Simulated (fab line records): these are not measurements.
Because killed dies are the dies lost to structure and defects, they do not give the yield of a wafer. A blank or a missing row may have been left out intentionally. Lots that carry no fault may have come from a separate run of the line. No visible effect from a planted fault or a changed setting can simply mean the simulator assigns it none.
Which of the tools did it? | flow sky130 | 33 wafers from 11 lots sampled at 3 of the route's 708 steps

WHAT EACH GAUGE READ, for each wafer
SKY_METAL3_CD_MEAS_13: the cd target is 300 nm.
lot  | measured     | on       | cdNm (nm)
L627 | day 38 10:35 | cdSem-01 | 299.3 299.6 301.7
L628 | day 38 15:30 | cdSem-02 | 300.4 300.4 300.2
L629 | day 39 02:07 | cdSem-01 | 301.0 302.1 301.6
L634 | day 40 20:19 | cdSem-02 | 298.8 298.4 300.3
L635 | day 41 05:56 | cdSem-01 | 300.5 299.0 299.7
L642 | day 42 22:05 | cdSem-02 | 302.3 302.1 301.2
L643 | day 42 23:33 | cdSem-02 | 298.2 298.6 298.8
L645 | day 43 16:21 | cdSem-01 | 302.4 300.7 301.0
L646 | day 44 02:16 | cdSem-02 | 302.9 303.8 302.6
L649 | day 44 18:48 | cdSem-01 | 301.3 302.5 301.9
L650 | day 44 23:23 | cdSem-01 | 299.8 300.1 301.4

SKY_METAL3_OVL_MEAS_14.
lot  | measured     | on         | METAL3_OVL (nm)
L627 | day 38 10:42 | overlay-01 | -2 1 -8
L628 | day 38 15:37 | overlay-02 | 7 1 -2
L629 | day 39 02:13 | overlay-01 | 7 5 -1
L634 | day 40 20:26 | overlay-01 | -4 -11 -7
L635 | day 41 06:03 | overlay-02 | 0 6 7
L642 | day 42 22:12 | overlay-01 | -2 8 8
L643 | day 42 23:39 | overlay-02 | 0 -3 -2
L645 | day 43 16:28 | overlay-02 | 4 2 -4
L646 | day 44 02:23 | overlay-01 | 5 -2 9
L649 | day 44 18:55 | overlay-01 | 2 1 4
L650 | day 44 23:30 | overlay-01 | 9 4 -1

TOOL THAT RAN EACH LOT (tool first, then ch and the chambers of the sampled wafers, then the start)
lot  | SKY_FIELD_ISO_ETCH_17
L627 | rieSi-01 ch 0,1,3, day 2 07:56
L628 | rieSi-02 ch 0,1,3, day 2 09:00
L629 | rieSi-01 ch 0,3, day 2 14:30
L634 | rieSi-02 ch 0,2,3, day 3 17:02
L635 | rieSi-02 ch 0,3, day 3 23:17
L642 | rieSi-01 ch 0,2,3, day 5 12:20
L643 | rieSi-01 ch 0,1,3, day 5 16:41
L645 | rieSi-01 ch 0,2,3, day 6 03:02
L646 | rieSi-01 ch 1,2,3, day 6 07:27
L649 | rieSi-01 ch 0,2, day 6 23:26
L650 | rieSi-01 ch 0,1, day 7 05:53
- SKY_FIELD_ISO_ETCH_17: etches Si in HBr/Cl2/O2, target depth 342 nm, time 97.7 s.

WHAT THE TOOLS THEMSELVES READ (means of the sampled wafers that have a number; where no wafer has one, the mark that the record gives instead)
SKY_FIELD_ISO_ETCH_17.
lot  | tool     | drypumpMotorCurrentA (A) | mfcCl2Sccm (sccm) | oesProductAu (a.u.) | rfFwdPowerW (W) | throttleValvePct (%)
L627 | rieSi-01 | 5.8                      | 39.95             | 0.995               | 603.9           | 25.646
L628 | rieSi-02 | 5.9                      | 40.10             | 0.994               | 603.9           | 25.656
L629 | rieSi-01 | 5.9                      | 39.94             | 0.996               | 604.4           | 25.655
L634 | rieSi-02 | 5.9                      | 39.95             | 1.036               | 604.9           | 25.628
L635 | rieSi-02 | 5.6                      | 39.96             | 1.035               | 604.1           | 25.623
L642 | rieSi-01 | 5.7                      | 40.12             | 1.007               | 603.0           | 25.663
L643 | rieSi-01 | 5.7                      | 40.03             | 0.999               | 604.4           | 25.661
L645 | rieSi-01 | 5.7                      | 40.00             | 1.004               | 603.7           | 25.663
L646 | rieSi-01 | 5.8                      | 40.06             | 1.000               | 604.1           | 25.661
L649 | rieSi-01 | 5.5                      | 40.04             | 0.999               | 603.5           | 25.658
L650 | rieSi-01 | 5.6                      | 39.96             | 1.004               | 601.9           | 25.660

THE ANSWER, worked out from the rows above alone
Rule: the lots themselves supply what counts as usual. Put in order of their means at a reading, lots are off if they are a third of the lots or fewer, leave a main group of 4 or more, and stand apart from it by a gap of 3 or more times the standard deviation of the main group's means; of several such gaps the widest counts. A main group is skipped when, at the precision printed for the reading in the tables above, its means are all equal. Also off: a lot with no number at a reading for which 4 or more lots have one. Where the step has rows for the other lots, those lots are counted as sound. The gauges are gone through in route order, then the tools' own readings, and for those a lot's mean is taken as printed above. At the first step where some lot is off, the reading lying furthest off is the one used; lots without a number count as furthest.
Off, at SKY_FIELD_ISO_ETCH_17 on oesProductAu: L634, L635. The main group has a mean of 1.000 a.u. with a standard deviation of 0.0042.
A tool fits if, at that step or a process step before it, it ran every lot that is off, and no sound lot after the first of them. One candidate fits, namely rieSi-02 at SKY_FIELD_ISO_ETCH_17. Its last sound lot is L628 (day 2 09:00), its first lot that is off L634 (day 3 17:02): a fault that began between those two fits.
The tool's own readings at SKY_FIELD_ISO_ETCH_17 bear it out: on the lots that are off they differ by more than 5 times the standard deviation of the sound lots' means. oesProductAu reads 1.035 a.u. there against 1.000 a.u. on the sound lots; throttleValvePct reads 25.626 % there against 25.658 % on the sound lots.

WHAT WAS PUT IN BY THE SIMULATOR
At SKY_FIELD_ISO_ETCH_17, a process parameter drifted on rieSi-02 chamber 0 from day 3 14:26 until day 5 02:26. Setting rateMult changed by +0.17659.
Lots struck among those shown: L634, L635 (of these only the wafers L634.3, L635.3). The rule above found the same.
